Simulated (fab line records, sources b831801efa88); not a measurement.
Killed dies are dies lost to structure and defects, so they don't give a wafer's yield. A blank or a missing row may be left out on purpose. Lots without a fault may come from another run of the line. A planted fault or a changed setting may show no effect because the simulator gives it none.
Chamber matching | flow sky130 | SKY_CONTACT_CMP_04 on cmp-02: 4 sister chambers
The step polishes SiO2. 14 wafers are shown with their chamber, then 7 later ones without.

WAFERS WITH THEIR CHAMBER
wafer  | chamber | motor_current_A (A) | time_to_endpoint_s (s)
L622.2 | 1       | 11.5                | 74
L622.3 | 2       | 10.2                | 76
L622.4 | 0       | 13.7                | 71
L623.2 | 3       | 9.8                 | 89
L623.4 | 2       | 10.3                | 87
L623.5 | 0       | 13.0                | 79
L626.1 | 1       | 11.9                | 80
L626.3 | 2       | 10.5                | 80
L626.6 | 0       | 13.4                | 73
L634.1 | 2       | 10.7                | 80
L634.2 | 0       | 13.6                | 72
L634.6 | 0       | 13.1                | 73
L635.2 | 3       | 9.8                 | 82
L635.3 | 2       | 10.4                | 79

SIGNATURES (means of the wafers above)
reading            | chamber 0 | chamber 1 | chamber 2 | chamber 3 | scatter within a chamber
motor_current_A    | 13.360    | 11.700    | 10.420    | 9.800     | 0.245
time_to_endpoint_s | 73.60     | 77.00     | 80.40     | 85.50     | 3.83
Rule: a wafer's distance from a chamber is the root of the sum, over the readings, of the square of ((its reading less the chamber's mean) divided by the reading's scatter). The wafer belongs to the nearest chamber; if the next one is less than 2 further off, it can't be placed. The scatter: the root of (the sum of the squares of (reading less its chamber's mean) over the shown wafers, divided by (wafers less chambers)).

WAFERS WITHOUT THEIR CHAMBER
wafer  | motor_current_A (A) | time_to_endpoint_s (s)
L635.5 | 11.2                | 79
L640.1 | 10.5                | 88
L640.2 | 12.9                | 75
L640.6 | 13.1                | 73
L643.3 | 11.0                | 88
L643.4 | 12.7                | 82
L643.5 | 9.7                 | 91

WHICH CHAMBER EACH WENT THROUGH
wafer  | from the rows above          | in truth
L635.5 | can't be placed: 1 or 2      | 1
L640.1 | can't be placed: 2 or 3      | 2
L640.2 | 0                            | 0
L640.6 | 0                            | 0
L643.3 | can't be placed: 2 or 1 or 3 | 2
L643.4 | can't be placed: 0 or 1      | 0
L643.5 | 3                            | 3
Placed correctly: 3 of 7. Can't be placed from these rows: 4 (the true chamber is among the candidates in 4). Placed wrongly: 0.
